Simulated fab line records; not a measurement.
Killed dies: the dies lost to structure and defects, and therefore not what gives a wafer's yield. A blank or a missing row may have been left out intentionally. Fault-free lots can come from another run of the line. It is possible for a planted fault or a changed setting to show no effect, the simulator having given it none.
fab line records	flow sky130
record lots=11	wafers=33	last_day=50
route steps=708 shown PASSIVATION@684 PAD_OPEN@696
lots untouched by any fault: they come from a run of this same line in which no faults occurred
start_h: start of the lot's first displayed wafer, in hours after the record's first day	wait_h: hours elapsed since this lot's preceding step	" as in the row above	L1.1+2: a single row standing in for several wafers	- no value, or no start given	* or withheld: withheld	< > ~ a bound
route shown NAME@n: NAME is a module with steps in the file, n the number in the route of the first one	usual: mean/standard deviation taken from wafers without a fault	same: alike in all rows	chamber/n: place in a boat	sites: readings site by site	_std_site: standard deviation across them	_edge_site: inner sites' mean taken away from outer sites' mean	radius_mm: for every site, how far away it sits from the centre of the wafer	mask NAME#n: copy n	behind: tool/chamber where the wafer was last shaped	hold: why the lot was held/for how many hours/how that ended	device: whichever transistor did not switch (one of n, p or np)	end of line: the same wafers' tests at the end of the route	a step with no rows: only its recipe	killed: not the wafer's yield, but the dies lost to structure and defects at the first sort	map: shows each die of a wafer: x if killed, . if not, _ if none is there
set.NAME: the setting that was run; set.NAME@STEP: the one run at that earlier step	model.NAME: the simulator's own value behind a step, which no gauge read
a sample of lots followed through the steps of the route, with each step as a table and each wafer as a row
services: the hour from which a tool's chamber was out of use, counted from the record's first day as start_h (under 0 if before that day), plus the number of hours and why
## steps
# step SKY_PASSIVATION_THK_MEAS_03
# recipe reads=Si3N4_of_PASSIVATION_CVD_02
# usual PASSIVATION_CVD_02_THK=538/6.3
lot.wafer	tool	chamber	start_h	wait_h	PASSIVATION_CVD_02_THK[nm]
L804.1	film_metro-01	-	1035.02	-	525
L804.2	"	-	"	"	524
L804.3	"	-	"	"	530
L805.1	film_metro-03	-	1040.01	-	537
L805.5	"	-	"	"	538
L805.6	"	-	"	"	539
L806.1	film_metro-04	-	1043.25	-	531
L806.2	"	-	"	"	543
L806.5	"	-	"	"	544
L810.2	film_metro-03	-	1077.47	-	534
L810.4	"	-	"	"	542
L810.5	"	-	"	"	538
L809.2	film_metro-04	-	1077.70	-	530
L809.3	"	-	"	"	537
L809.4	"	-	"	"	546
L815.1	film_metro-04	-	1115.52	-	535
L815.3	"	-	"	"	533
L815.5	"	-	"	"	537
L816.1	film_metro-04	-	1118.27	-	530
L816.2	"	-	"	"	531
L816.4	"	-	"	"	538
L818.1	film_metro-03	-	1121.23	-	528
L818.3	"	-	"	"	534
L818.6	"	-	"	"	545
L819.1	film_metro-04	-	1125.32	-	537
L819.2	"	-	"	"	537
L819.5	"	-	"	"	551
L821.3	film_metro-01	-	1149.24	-	529
L821.4	"	-	"	"	540
L821.5	"	-	"	"	544
L823.3	film_metro-03	-	1153.79	-	527
L823.4	"	-	"	"	542
L823.6	"	-	"	"	538
# step SKY_PASSIVATION_ETCH_11
# recipe chemistry=CF4/O2	target_depth_nm=725	stop_on=AlCu	source_w=800	bias_w=150	pressure_mtorr=150	cf4_flow_sccm=80	O2_flow_sccm=10	time_s=161.1
# usual cf4_flow_sccm=79.98/0.22	chamber_pressure_mTorr=150.00/0.14	drypump_motor_current_A=5.6/0.55	oes_product_au=0.976/0.0063	throttle_valve_pct=5.963/0.0096
lot.wafer	tool	chamber	start_h	wait_h	cf4_flow_sccm	chamber_pressure_mTorr	drypump_motor_current_A	oes_product_au	rf_hours_counter_h	throttle_valve_pct
L804.1	rie_diel-01	3	1056.61	-	79.78	150.08	5.2	0.969	10	5.959
L804.2	"	1	"	"	80.15	149.82	6.6	0.967	14	5.968
L804.3	"	0	"	"	79.94	150.12	5.9	0.971	1	5.956
L805.1	rie_diel-03	2	1062.21	-	80.12	150.05	5.7	0.970	29	5.971
L805.5	"	2	"	"	79.94	150.03	5.7	0.975	-	5.960
L805.6	"	3	"	"	80.14	150.05	4.7	0.983	-	5.963
L806.1	rie_diel-01	0	1064.80	-	79.98	150.18	5.9	0.971	1	5.955
L806.2	"	1	"	"	79.60	149.98	6.6	0.982	14	5.987
L806.5	"	2	"	"	80.20	149.69	5.2	0.978	-	5.956
L810.2	rie_diel-03	2	1097.20	-	80.16	150.26	5.7	0.971	31	5.972
L810.4	"	1	"	"	80.01	150.14	6.0	0.977	19	5.960
L810.5	"	3	"	"	80.13	149.97	4.7	0.983	-	5.982
L809.2	rie_diel-02	1	1098.25	-	80.21	149.86	5.7	0.975	21	5.939
L809.3	"	2	"	"	79.97	150.12	5.5	0.976	5	5.962
L809.4	"	1	"	"	80.33	149.79	5.7	0.994	-	5.966
L815.1	rie_diel-02	3	1134.55	-	79.76	149.84	6.3	0.982	14	5.955
L815.3	"	1	"	"	79.83	150.16	5.7	0.982	22	5.960
L815.5	"	0	"	"	79.92	149.98	5.2	0.972	-	5.965
L816.1	rie_diel-03	3	1137.26	-	79.82	150.08	4.7	0.967	29	5.940
L816.2	"	0	"	"	79.95	149.88	4.9	0.967	14	5.975
L816.4	"	2	"	"	79.34	149.78	5.7	0.977	32	5.960
L818.1	rie_diel-02	0	1140.80	-	80.11	149.81	5.2	0.968	1	5.972
L818.3	"	2	"	"	80.26	149.84	5.5	0.973	7	5.956
L818.6	"	2	"	"	80.11	150.07	5.5	0.985	-	5.959
L819.1	rie_diel-01	0	1144.70	-	79.77	149.95	5.9	0.978	4	5.960
L819.2	"	1	"	"	80.34	149.98	6.6	0.971	17	5.966
L819.5	"	0	"	"	80.10	149.87	5.9	0.982	-	5.967
L821.3	rie_diel-01	2	1166.95	-	79.93	149.80	5.2	0.964	11	5.971
L821.4	"	3	"	"	80.27	149.86	5.2	0.981	14	5.976
L821.5	"	1	"	"	79.94	150.03	6.6	0.985	-	5.955
L823.3	rie_diel-01	2	1169.75	-	79.73	149.68	5.1	0.972	11	5.955
L823.4	"	0	"	"	80.05	150.12	5.9	0.984	5	5.957
L823.6	"	3	"	"	79.77	149.84	5.2	0.979	-	5.963
# step SKY_PAD_OPEN_COAT_02
# recipe spin_rpm=2000	resist_thk_nm=3000
# usual spin_speed_rpm=1999.9/1.2
lot.wafer	tool	chamber	start_h	wait_h	spin_speed_rpm
L804.1	litho_track-02	0	1067.65	0.1	1999.7
L804.2	"	0	"	"	2000.5
L804.3	"	0	"	"	1999.6
L805.1	litho_track-02	0	1072.70	0.1	2001.3
L805.5	"	0	"	"	2000.9
L805.6	"	0	"	"	2000.8
L806.1	litho_track-02	0	1074.60	0.1	1999.9
L806.2	"	0	"	"	2001.1
L806.5	"	0	"	"	2000.0
L810.2	litho_track-02	0	1105.93	0.1	2087.2
L810.4	"	0	"	"	2086.4
L810.5	"	0	"	"	2087.8
L809.2	litho_track-02	0	1106.93	0.1	2086.1
L809.3	"	0	"	"	2084.9
L809.4	"	0	"	"	2087.5
L815.1	litho_track-04	0	1143.80	0.1	2000.8
L815.3	"	0	"	"	2000.8
L815.5	"	0	"	"	1998.7
L816.1	litho_track-03	0	1145.86	0.1	1999.8
L816.2	"	0	"	"	1999.0
L816.4	"	0	"	"	1998.7
L818.1	litho_track-03	0	1149.01	0.1	1999.4
L818.3	"	0	"	"	1999.1
L818.6	"	0	"	"	1998.0
L819.1	litho_track-04	0	1153.70	0.1	1996.1
L819.2	"	0	"	"	1999.3
L819.5	"	0	"	"	1999.8
L821.3	litho_track-03	0	1174.76	0.1	2000.2
L821.4	"	0	"	"	1999.1
L821.5	"	0	"	"	1999.9
L823.3	litho_track-04	0	1178.60	0.1	2000.3
L823.4	"	0	"	"	1998.5
L823.6	"	0	"	"	2000.3
# step SKY_PAD_OPEN_STRIP_08
# recipe chemistry=O2/N2	power_w=1400	pressure_mtorr=1500	platen_temp_c=withheld	overash_fraction=0.7	o2_flow_sccm=3000	n2_flow_sccm=300
# usual chamber_pressure_mTorr=1500.1/1.4	drypump_motor_current_A=5.7/0.64	oes_product_au=0.663/0.0045	strip_time_to_endpoint_s=37.06/0.11
lot.wafer	tool	chamber	start_h	wait_h	chamber_pressure_mTorr	drypump_motor_current_A	oes_product_au	rf_hours_counter_h	strip_time_to_endpoint_s
L804.1	plasma_asher-01	1	1078.56	0.1	1498.8	4.8	0.668	91	37.10
L804.2	"	0	"	"	1498.7	5.7	0.659	91	37.19
L804.3	"	0	"	"	1500.5	5.7	0.661	-	37.20
L805.1	plasma_asher-03	1	1081.92	0.1	1499.6	6.0	0.662	32	36.99
L805.5	"	1	"	"	1498.7	6.0	0.652	-	36.82
L805.6	"	0	"	"	1501.9	6.1	0.664	-	36.76
L806.1	plasma_asher-03	1	1084.61	0.1	1499.0	6.0	0.659	32	37.11
L806.2	"	0	"	"	1499.2	6.1	0.662	32	37.11
L806.5	"	0	"	"	1501.3	6.1	0.661	-	37.10
L810.2	plasma_asher-01	1	1117.56	0.1	1498.0	4.8	0.666	94	36.22
L810.4	"	1	"	"	1500.0	4.8	0.667	-	36.35
L810.5	"	0	"	"	1501.4	5.8	0.666	-	36.29
L809.2	plasma_asher-01	0	1118.11	0.1	1500.4	5.7	0.671	94	36.33
L809.3	"	0	"	"	1500.3	5.8	0.675	-	36.49
L809.4	"	1	"	"	1499.2	4.8	0.662	-	36.50
L815.1	plasma_asher-04	1	1153.11	0.1	1502.0	5.8	0.668	75	36.98
L815.3	"	1	"	"	1500.7	5.8	0.659	-	36.89
L815.5	"	0	"	"	1499.7	6.9	0.669	-	37.21
L816.1	plasma_asher-04	1	1156.22	0.1	1502.5	5.8	0.660	75	37.02
L816.2	"	0	"	"	1499.2	6.9	0.660	75	36.95
L816.4	"	1	"	"	1497.4	5.8	0.663	-	37.02
L818.1	plasma_asher-03	0	1159.46	0.1	1498.9	6.1	0.667	40	37.05
L818.3	"	1	"	"	1499.0	6.0	0.663	-	36.99
L818.6	"	0	"	"	1501.3	6.1	0.666	-	37.01
L819.1	plasma_asher-04	0	1163.26	0.1	1499.6	6.8	0.659	76	37.01
L819.2	"	1	"	"	1500.2	5.8	0.668	76	37.11
L819.5	"	0	"	"	1500.6	6.8	0.660	-	36.99
L821.3	plasma_asher-04	1	1183.05	0.1	1499.9	5.8	0.668	-	37.09
L821.4	"	0	"	"	1501.5	6.8	0.668	-	37.13
L821.5	"	0	"	"	1503.3	6.8	0.653	-	37.17
L823.3	plasma_asher-01	1	1186.54	0.1	1500.8	4.8	0.663	-	37.11
L823.4	"	0	"	"	1500.0	5.7	0.667	-	36.92
L823.6	"	0	"	"	1499.0	5.7	0.665	-	36.86
# step SKY_PAD_OPEN_BOW_MEAS_13
# recipe mode=bow
# usual PAD_OPEN_BOW=43/10
lot.wafer	tool	chamber	start_h	wait_h	PAD_OPEN_BOW[um]
L804.1	film_metro-03	-	1080.69	-	48
L804.2	"	-	"	"	37
L804.3	"	-	"	"	37
L805.1	film_metro-03	-	1084.01	-	55
L805.5	"	-	"	"	31
L805.6	"	-	"	"	43
L806.1	film_metro-01	-	1086.70	-	43
L806.2	"	-	"	"	51
L806.5	"	-	"	"	25
L810.2	film_metro-03	-	1120.08	-	44
L810.4	"	-	"	"	48
L810.5	"	-	"	"	43
L809.2	film_metro-03	-	1120.39	-	29
L809.3	"	-	"	"	37
L809.4	"	-	"	"	14
L815.1	film_metro-01	-	1155.24	-	61
L815.3	"	-	"	"	55
L815.5	"	-	"	"	53
L816.1	film_metro-03	-	1158.33	-	40
L816.2	"	-	"	"	31
L816.4	"	-	"	"	38
L818.1	film_metro-02	-	1161.55	-	27
L818.3	"	-	"	"	26
L818.6	"	-	"	"	29
L819.1	film_metro-01	-	1165.38	-	53
L819.2	"	-	"	"	43
L819.5	"	-	"	"	57
L821.3	film_metro-02	-	1185.22	-	47
L821.4	"	-	"	"	43
L821.5	"	-	"	"	49
L823.3	film_metro-02	-	1188.64	-	35
L823.4	"	-	"	"	39
L823.6	"	-	"	"	43
# step SKY_PAD_OPEN_PROBE_99
# usual defect_limited_yield=82.3/1.9	killed_at_M0_to_M3=43/6.7	killed_at_M4_up=3.2/1.8	killed_at_contacts=25/5.2	killed_at_front_end=15/4.4	killed_at_other=0.2/0.4	killed_dies=87/9.3	killed_on_rim=17/4	killed_open=48/7.1	killed_short=39/6	sort_bin_3_pad_short=0.9/0.41	sort_bin_5_function=10.5/1.4	sort_bin_6_memory=6.3/1.1	sort_n_pass=405/9.3	sort_yield_pct=82.3/1.9
# same gross_dies=492	killed_at_back_side=0	sort_bin_4_leakage[%]=0	sort_bin_8_speed[%]=0
lot.wafer	tool	chamber	start_h	wait_h	defect_limited_yield[%]	killed_at_M0_to_M3	killed_at_M4_up	killed_at_contacts	killed_at_front_end	killed_at_other	killed_dies	killed_on_rim	killed_open	killed_short	sort_bin_3_pad_short[%]	sort_bin_5_function[%]	sort_bin_6_memory[%]	sort_n_pass	sort_yield_pct[%]
L804.1	prober-02	-	1080.81	0.1	84.3	39	5	15	17	1	77	11	43	34	0.4	8.3	6.9	415	84.3
L804.2	prober-02	-	1080.86	0.1	75.8	64	5	31	19	0	119	27	75	44	0.6	15.0	8.5	373	75.8
L804.3	prober-02	-	1080.91	0.2	83.7	38	3	19	20	0	80	17	43	37	0.6	10.8	4.9	412	83.7
L805.1	prober-01	-	1084.13	0.1	79.3	49	1	39	13	0	102	19	57	45	0.4	13.0	7.3	390	79.3
L805.5	prober-01	-	1084.33	0.2	81.7	35	5	29	20	1	90	17	49	41	0.6	10.2	7.5	402	81.7
L805.6	prober-01	-	1084.38	0.2	81.3	55	3	23	11	0	92	25	53	39	0.8	9.8	8.1	400	81.3
L806.1	prober-02	-	1086.82	0.1	81.3	46	3	29	12	2	92	19	60	32	1.2	10.6	6.9	400	81.3
L806.2	prober-02	-	1086.87	0.1	80.7	48	6	23	18	0	95	20	51	44	0.6	12.4	6.3	397	80.7
L806.5	prober-02	-	1087.02	0.2	79.7	52	5	28	15	0	100	18	61	39	0.8	13.2	6.3	392	79.7
L810.2	prober-01	-	1120.23	0.1	80.7	55	6	24	10	0	95	23	45	50	0.4	12.2	6.7	397	80.7
L810.4	prober-01	-	1120.33	0.2	82.7	44	3	21	17	0	85	18	35	50	1.0	8.7	7.5	407	82.7
L810.5	prober-01	-	1120.38	0.2	83.9	36	3	23	17	0	79	9	40	39	1.0	8.9	6.1	413	83.9
L809.2	prober-02	-	1120.54	0.1	83.3	43	5	22	11	1	82	12	39	43	0.4	9.3	6.9	410	83.3
L809.3	prober-02	-	1120.59	0.2	82.1	44	4	23	17	0	88	17	53	35	0.2	11.2	6.5	404	82.1
L809.4	prober-02	-	1120.64	0.2	79.9	56	2	20	21	0	99	21	52	47	1.4	9.6	9.1	393	79.9
L815.1	prober-02	-	1155.36	0.1	86.6	31	1	20	14	0	66	14	38	28	0.8	8.5	4.1	426	86.6
L815.3	prober-02	-	1155.46	0.2	82.1	40	4	30	14	0	88	17	49	39	1.0	11.2	5.7	404	82.1
L815.5	prober-02	-	1155.56	0.2	81.7	48	3	28	11	0	90	19	50	40	1.2	10.4	6.7	402	81.7
L816.1	prober-01	-	1158.45	0.1	80.7	47	3	23	22	0	95	15	54	41	0.8	11.6	6.9	397	80.7
L816.2	prober-01	-	1158.50	0.1	80.3	37	2	31	27	0	97	19	60	37	1.0	11.2	7.5	395	80.3
L816.4	prober-01	-	1158.60	0.2	80.3	50	4	21	21	1	97	14	48	49	1.2	11.4	7.1	395	80.3
L818.1	prober-02	-	1161.67	0.1	85.8	34	3	16	17	0	70	12	39	31	0.8	10.6	2.8	422	85.8
L818.3	prober-02	-	1161.77	0.2	85.4	37	3	22	10	0	72	15	41	31	0.2	9.3	5.1	420	85.4
L818.6	prober-02	-	1161.92	0.2	85.4	41	3	15	13	0	72	10	36	36	0.6	8.7	5.3	420	85.4
L819.1	prober-01	-	1165.50	0.1	83.7	41	3	20	16	0	80	10	42	38	0.8	9.6	5.9	412	83.7
L819.2	prober-01	-	1165.55	0.1	80.9	54	2	18	20	0	94	16	47	47	0.8	12.0	6.3	398	80.9
L819.5	prober-01	-	1165.70	0.2	81.3	39	3	26	24	0	92	18	52	40	0.6	11.8	6.3	400	81.3
L821.3	prober-01	-	1185.40	0.2	80.9	42	1	33	18	0	94	23	54	40	1.4	11.2	6.5	398	80.9
L821.4	prober-01	-	1185.45	0.2	82.5	42	5	24	15	0	86	13	54	32	0.6	9.3	7.5	406	82.5
L821.5	prober-01	-	1185.50	0.2	84.6	30	5	25	15	1	76	16	45	31	0.2	9.1	6.1	416	84.6
L823.3	prober-01	-	1188.82	0.2	84.1	41	1	29	7	0	78	11	46	32	1.0	9.1	5.7	414	84.1
L823.4	prober-01	-	1188.87	0.2	81.5	45	1	31	13	1	91	17	48	43	1.2	10.4	6.9	401	81.5
L823.6	prober-01	-	1188.97	0.2	81.5	44	1	25	21	0	91	23	58	33	0.2	10.6	7.7	401	81.5
# killed by level:class
L804.1 VIA1:geometric_particle:open=12 POLY_GATE:geometric_particle:open=7 VIA2:geometric_particle:open=7 CONTACT:geometric_particle:short=6 VIA1:geometric_particle:short=6 FIELD_ISO:geometric_particle:open=4 CONTACT:geometric_particle:open=4 METAL3:geometric_particle:short=4
L804.2 VIA1:geometric_particle:open=19 LI_CONTACT:geometric_particle:open=9 CONTACT:geometric_particle:open=9 VIA2:geometric_particle:open=9 CONTACT:geometric_particle:short=8 FIELD_ISO:geometric_particle:open=7 VIA3:geometric_particle:open=7 VIA3:geometric_particle:short=6
L804.3 FIELD_ISO:geometric_particle:open=7 CONTACT:geometric_particle:open=7 METAL2:geometric_particle:short=7 METAL1:geometric_particle:short=6 CONTACT:geometric_particle:short=5 METAL3:geometric_particle:short=5 VIA3:geometric_particle:open=4 LI_CONTACT:geometric_particle:open=4
L805.1 CONTACT:geometric_particle:open=13 LI_CONTACT:geometric_particle:open=10 VIA1:geometric_particle:open=10 CONTACT:geometric_particle:short=7 METAL2:geometric_particle:short=7 VIA1:geometric_particle:short=6 VIA2:geometric_particle:open=6 VIA3:geometric_particle:open=6
L805.5 LOCAL_INTERCONNECT:geometric_particle:short=9 VIA1:geometric_particle:open=8 CONTACT:geometric_particle:open=7 METAL1:geometric_particle:short=7 LI_CONTACT:geometric_particle:open=6 FIELD_ISO:geometric_particle:short=5 METAL2:geometric_particle:open=5 CONTACT:geometric_particle:short=5
L805.6 VIA1:geometric_particle:open=9 CONTACT:geometric_particle:open=9 METAL1:geometric_particle:short=9 VIA2:geometric_particle:open=9 VIA1:geometric_particle:short=6 FIELD_ISO:geometric_particle:open=5 METAL1:geometric_particle:open=5 METAL2:geometric_particle:short=5
L806.1 VIA1:geometric_particle:open=16 CONTACT:geometric_particle:open=16 METAL2:geometric_particle:short=8 LI_CONTACT:geometric_particle:open=7 VIA3:geometric_particle:open=5 VIA2:geometric_particle:short=4 FIELD_ISO:geometric_particle:short=3 FIELD_ISO:geometric_particle:open=3
L806.2 VIA1:geometric_particle:open=14 LI_CONTACT:geometric_particle:open=8 CONTACT:geometric_particle:short=7 FIELD_ISO:geometric_particle:open=6 METAL1:geometric_particle:short=6 METAL2:geometric_particle:short=5 VIA3:geometric_particle:short=5 METAL4:geometric_particle:short=5
L806.5 VIA1:geometric_particle:open=13 LI_CONTACT:geometric_particle:open=10 METAL1:geometric_particle:short=10 VIA2:geometric_particle:open=9 CONTACT:geometric_particle:open=8 VIA3:geometric_particle:open=5 FIELD_ISO:geometric_particle:open=4 LI_CONTACT:geometric_particle:short=4
L810.2 VIA1:geometric_particle:open=11 VIA2:geometric_particle:open=9 VIA3:geometric_particle:short=7 METAL3:geometric_particle:short=7 LI_CONTACT:geometric_particle:open=6 CONTACT:geometric_particle:short=6 VIA3:geometric_particle:open=6 CONTACT:geometric_particle:open=5
L810.4 METAL2:geometric_particle:short=9 FIELD_ISO:geometric_particle:open=7 LI_CONTACT:geometric_particle:open=7 VIA1:geometric_particle:short=7 VIA2:geometric_particle:short=6 LOCAL_INTERCONNECT:geometric_particle:short=5 METAL1:geometric_particle:short=5 VIA1:geometric_particle:open=5
L810.5 CONTACT:geometric_particle:open=9 VIA3:geometric_particle:open=6 LOCAL_INTERCONNECT:geometric_particle:short=5 VIA2:geometric_particle:open=5 VIA2:geometric_particle:short=5 FIELD_ISO:geometric_particle:open=4 VIA1:geometric_particle:short=4 SPACER:geometric_particle:open=4
L809.2 METAL1:geometric_particle:short=8 VIA1:geometric_particle:open=7 VIA3:geometric_particle:open=7 CONTACT:geometric_particle:open=6 FIELD_ISO:geometric_particle:open=5 VIA1:geometric_particle:short=5 METAL2:geometric_particle:short=5 FIELD_ISO:geometric_particle:short=4
L809.3 VIA1:geometric_particle:open=16 LOCAL_INTERCONNECT:geometric_particle:short=7 CONTACT:geometric_particle:open=6 VIA3:geometric_particle:open=6 LI_CONTACT:geometric_particle:open=5 VIA2:geometric_particle:open=5 FIELD_ISO:geometric_particle:short=4 FIELD_ISO:geometric_particle:open=4
L809.4 VIA1:geometric_particle:open=14 VIA1:geometric_particle:short=9 POLY_GATE:geometric_particle:short=6 METAL1:geometric_particle:short=6 CONTACT:geometric_particle:short=6 VIA3:geometric_particle:open=6 LI_CONTACT:geometric_particle:open=5 CONTACT:geometric_particle:open=5
L815.1 CONTACT:geometric_particle:open=9 VIA1:geometric_particle:open=7 METAL2:geometric_particle:short=7 POLY_GATE:geometric_particle:open=6 LOCAL_INTERCONNECT:geometric_particle:short=5 VIA3:geometric_particle:open=5 VIA1:geometric_particle:short=4 FIELD_ISO:geometric_particle:open=3
L815.3 CONTACT:geometric_particle:open=11 VIA1:geometric_particle:open=11 LI_CONTACT:geometric_particle:open=8 VIA1:geometric_particle:short=5 METAL2:geometric_particle:short=5 FIELD_ISO:geometric_particle:open=4 METAL1:geometric_particle:short=4 LI_CONTACT:geometric_particle:short=4
L815.5 VIA1:geometric_particle:open=19 CONTACT:geometric_particle:open=10 LI_CONTACT:geometric_particle:open=7 CONTACT:geometric_particle:short=7 VIA1:geometric_particle:short=6 VIA2:geometric_particle:short=5 VIA3:geometric_particle:open=5 METAL2:geometric_particle:short=4
L816.1 VIA1:geometric_particle:open=14 LI_CONTACT:geometric_particle:open=9 VIA1:geometric_particle:short=7 POLY_GATE:geometric_particle:short=6 CONTACT:geometric_particle:open=6 METAL2:geometric_particle:short=6 FIELD_ISO:geometric_particle:open=5 METAL1:geometric_particle:short=5
L816.2 CONTACT:geometric_particle:open=12 POLY_GATE:geometric_particle:open=8 VIA1:geometric_particle:open=8 FIELD_ISO:geometric_particle:open=7 VIA3:geometric_particle:open=7 LI_CONTACT:geometric_particle:open=7 VIA2:geometric_particle:open=7 FIELD_ISO:geometric_particle:short=6
L816.4 METAL2:geometric_particle:short=11 VIA2:geometric_particle:open=10 LI_CONTACT:geometric_particle:open=9 VIA1:geometric_particle:open=8 FIELD_ISO:geometric_particle:open=7 FIELD_ISO:geometric_particle:short=5 METAL1:geometric_particle:short=5 VIA1:geometric_particle:short=5
L818.1 CONTACT:geometric_particle:open=6 VIA1:geometric_particle:open=6 VIA3:geometric_particle:open=6 FIELD_ISO:geometric_particle:open=5 VIA2:geometric_particle:open=5 METAL2:geometric_particle:short=5 SPACER:geometric_particle:short=3 CONTACT:geometric_particle:short=3
L818.3 VIA1:geometric_particle:open=12 CONTACT:geometric_particle:open=6 VIA2:geometric_particle:open=5 LI_CONTACT:geometric_particle:open=5 METAL2:geometric_particle:short=5 VIA3:geometric_particle:open=5 LOCAL_INTERCONNECT:geometric_particle:short=4 CONTACT:geometric_particle:short=4
L818.6 CONTACT:geometric_particle:open=8 VIA2:geometric_particle:open=6 VIA1:geometric_particle:short=6 METAL2:geometric_particle:short=6 VIA1:geometric_particle:open=5 VIA3:geometric_particle:open=5 FIELD_ISO:geometric_particle:short=4 POLY_GATE:geometric_particle:short=4
L819.1 VIA1:geometric_particle:open=13 LOCAL_INTERCONNECT:geometric_particle:short=5 CONTACT:geometric_particle:open=5 VIA2:geometric_particle:open=5 VIA1:geometric_particle:short=4 CONTACT:geometric_particle:short=4 METAL3:geometric_particle:short=4 FIELD_ISO:geometric_particle:open=3
L819.2 VIA1:geometric_particle:open=13 METAL1:geometric_particle:short=9 VIA2:geometric_particle:open=8 VIA3:geometric_particle:open=7 POLY_GATE:geometric_particle:open=5 CONTACT:geometric_particle:open=5 CONTACT:geometric_particle:short=5 VIA1:geometric_particle:short=5
L819.5 VIA1:geometric_particle:open=13 CONTACT:geometric_particle:open=11 FIELD_ISO:geometric_particle:open=7 LI_CONTACT:geometric_particle:open=7 LOCAL_INTERCONNECT:geometric_particle:short=5 VIA1:geometric_particle:short=5 FIELD_ISO:geometric_particle:short=4 POLY_GATE:geometric_particle:open=4
L821.3 CONTACT:geometric_particle:open=13 CONTACT:geometric_particle:short=9 VIA1:geometric_particle:open=9 FIELD_ISO:geometric_particle:open=7 VIA2:geometric_particle:open=6 LI_CONTACT:geometric_particle:short=5 VIA3:geometric_particle:open=5 METAL3:geometric_particle:short=4
L821.4 CONTACT:geometric_particle:open=11 VIA1:geometric_particle:open=9 VIA2:geometric_particle:open=9 VIA3:geometric_particle:open=8 LI_CONTACT:geometric_particle:open=6 FIELD_ISO:geometric_particle:short=5 METAL3:geometric_particle:short=4 METAL2:geometric_particle:short=4
L821.5 CONTACT:geometric_particle:open=12 LI_CONTACT:geometric_particle:open=6 METAL3:geometric_particle:short=5 VIA1:geometric_particle:open=5 FIELD_ISO:geometric_particle:short=4 METAL2:geometric_particle:short=4 VIA2:geometric_particle:open=4 VIA3:geometric_particle:open=4
L823.3 CONTACT:geometric_particle:open=10 VIA1:geometric_particle:open=10 VIA3:geometric_particle:open=9 CONTACT:geometric_particle:short=9 LI_CONTACT:geometric_particle:open=8 METAL1:geometric_particle:short=6 FIELD_ISO:geometric_particle:short=5 VIA2:geometric_particle:open=5
L823.4 CONTACT:geometric_particle:open=13 METAL1:geometric_particle:short=8 VIA2:geometric_particle:open=7 FIELD_ISO:geometric_particle:open=6 LI_CONTACT:geometric_particle:open=6 VIA1:geometric_particle:open=6 METAL3:geometric_particle:short=6 LOCAL_INTERCONNECT:geometric_particle:short=5
L823.6 CONTACT:geometric_particle:open=12 VIA1:geometric_particle:open=12 POLY_GATE:geometric_particle:open=6 VIA3:geometric_particle:open=6 LI_CONTACT:geometric_particle:open=5 VIA2:geometric_particle:open=5 FIELD_ISO:geometric_particle:open=4 CONTACT:geometric_particle:short=4
## services
tool	chamber	start_h	hours	kind
rie_diel-01	-	1065.05	14.6	pm
rie_diel-02	0	1090.18	-	clean
rie_diel-02	0	1090.18	14.8	scheduled_down
rie_diel-02	0	1090.18	14.8	vent_cycle
plasma_asher-04	-	1113.64	4.6	repair
rie_diel-03	3	1142.02	4.9	repair
rie_diel-03	2	1147.01	-	clean
rie_diel-03	2	1147.01	-	consumable_replace:focus_ring
rie_diel-03	2	1147.01	17.6	scheduled_down
rie_diel-03	2	1147.01	17.6	vent_cycle
rie_diel-01	3	1185.94	9.4	repair
## key
first_sign step=SKY_PAD_OPEN_COAT_02	reading=spin_speed_rpm	direction=up	sigmas=71	usual=1999.9	struck=2086.7
effect step=SKY_PAD_OPEN_STRIP_08	reading=strip_time_to_endpoint_s	direction=down	sigmas=6.3	usual=*	struck=*
met_at SKY_PAD_OPEN_COAT_02
struck_lots L809,L810
not_acting_at SKY_PASSIVATION_THK_MEAS_03,SKY_PASSIVATION_ETCH_11,SKY_PAD_OPEN_BOW_MEAS_13
onset_between 1074.60 1105.93
fault kind=process_parameter_drift	tool=litho_track-02	chamber=-	onset_h=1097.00	steps=SKY_PAD_OPEN_COAT_02	channel=spin_rpm	offset=87.115	shape=step	end_h=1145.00	acts_in=these_recipes_only	stated=2000
